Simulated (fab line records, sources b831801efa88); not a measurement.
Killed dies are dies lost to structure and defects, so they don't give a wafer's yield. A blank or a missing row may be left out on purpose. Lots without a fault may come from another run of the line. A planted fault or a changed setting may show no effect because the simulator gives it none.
Chamber matching | flow sky130 | SKY_LI_CONTACT_CMP_02 on cmp-02: 4 sister chambers
The step polishes PSG. 18 wafers are shown with their chamber, then 9 later ones without.

WAFERS WITH THEIR CHAMBER
wafer  | chamber | motor_current_A (A) | time_to_endpoint_s (s) | platen_rpm (rpm)
L909.1 | 3       | 12.4                | 24                     | 60.00
L909.4 | 0       | 12.1                | 30                     | 60.00
L909.5 | 2       | 13.5                | 30                     | 59.97
L913.1 | 0       | 10.3                | 41                     | 59.94
L913.2 | 3       | 12.9                | 35                     | 60.02
L913.3 | 2       | 13.6                | 34                     | 59.99
L918.1 | 1       | 12.2                | 33                     | 60.06
L918.3 | 3       | 11.7                | 23                     | 60.03
L918.5 | 2       | 12.7                | 29                     | 60.03
L919.2 | 0       | 11.8                | 33                     | 60.06
L919.3 | 3       | 12.6                | 24                     | 60.00
L919.6 | 2       | 12.9                | 28                     | 60.03
L922.2 | 3       | 12.6                | 31                     | 60.06
L922.4 | 0       | 11.2                | 31                     | 60.05
L922.5 | 3       | 11.7                | 30                     | 59.98
L927.1 | 2       | 12.9                | 28                     | 60.03
L927.3 | 3       | 13.1                | 28                     | 59.99
L927.5 | 1       | 12.2                | 37                     | 59.99

SIGNATURES (means of the wafers above)
reading            | chamber 0 | chamber 1 | chamber 2 | chamber 3 | scatter within a chamber
motor_current_A    | 11.350    | 12.200    | 13.120    | 12.429    | 0.556
time_to_endpoint_s | 33.75     | 35.00     | 29.80     | 27.86     | 4.02
platen_rpm         | 60.0125   | 60.0250   | 60.0100   | 60.0114   | 0.037
Rule: a wafer's distance from a chamber is the root of the sum, over the readings, of the square of ((its reading less the chamber's mean) divided by the reading's scatter). The wafer belongs to the nearest chamber; if the next one is less than 2 further off, it can't be placed. The scatter: the root of (the sum of the squares of (reading less its chamber's mean) over the shown wafers, divided by (wafers less chambers)).

WAFERS WITHOUT THEIR CHAMBER
wafer  | motor_current_A (A) | time_to_endpoint_s (s) | platen_rpm (rpm)
L928.1 | 12.1                | 29                     | 59.94
L928.3 | 12.7                | 32                     | 59.99
L928.5 | 13.2                | 30                     | 59.97
L931.1 | 11.0                | 33                     | 60.01
L931.3 | 13.0                | 31                     | 60.04
L931.4 | 12.4                | 40                     | 59.97
L930.1 | 11.5                | 35                     | 59.99
L930.2 | 13.1                | 30                     | 59.96
L930.4 | 12.4                | 31                     | 60.03

WHICH CHAMBER EACH WENT THROUGH
wafer  | from the rows above               | in truth
L928.1 | can't be placed: 3 or 2 or 0 or 1 | 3
L928.3 | can't be placed: 2 or 3 or 1 or 0 | 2
L928.5 | can't be placed: 2 or 3 or 1      | 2
L931.1 | can't be placed: 0 or 1           | 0
L931.3 | can't be placed: 2 or 3 or 1      | 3
L931.4 | can't be placed: 1 or 0 or 2 or 3 | 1
L930.1 | can't be placed: 0 or 1 or 3      | 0
L930.2 | can't be placed: 2 or 3 or 1      | 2
L930.4 | can't be placed: 3 or 1 or 2 or 0 | 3
Placed correctly: 0 of 9. Can't be placed from these rows: 9 (the true chamber is among the candidates in 9). Placed wrongly: 0.
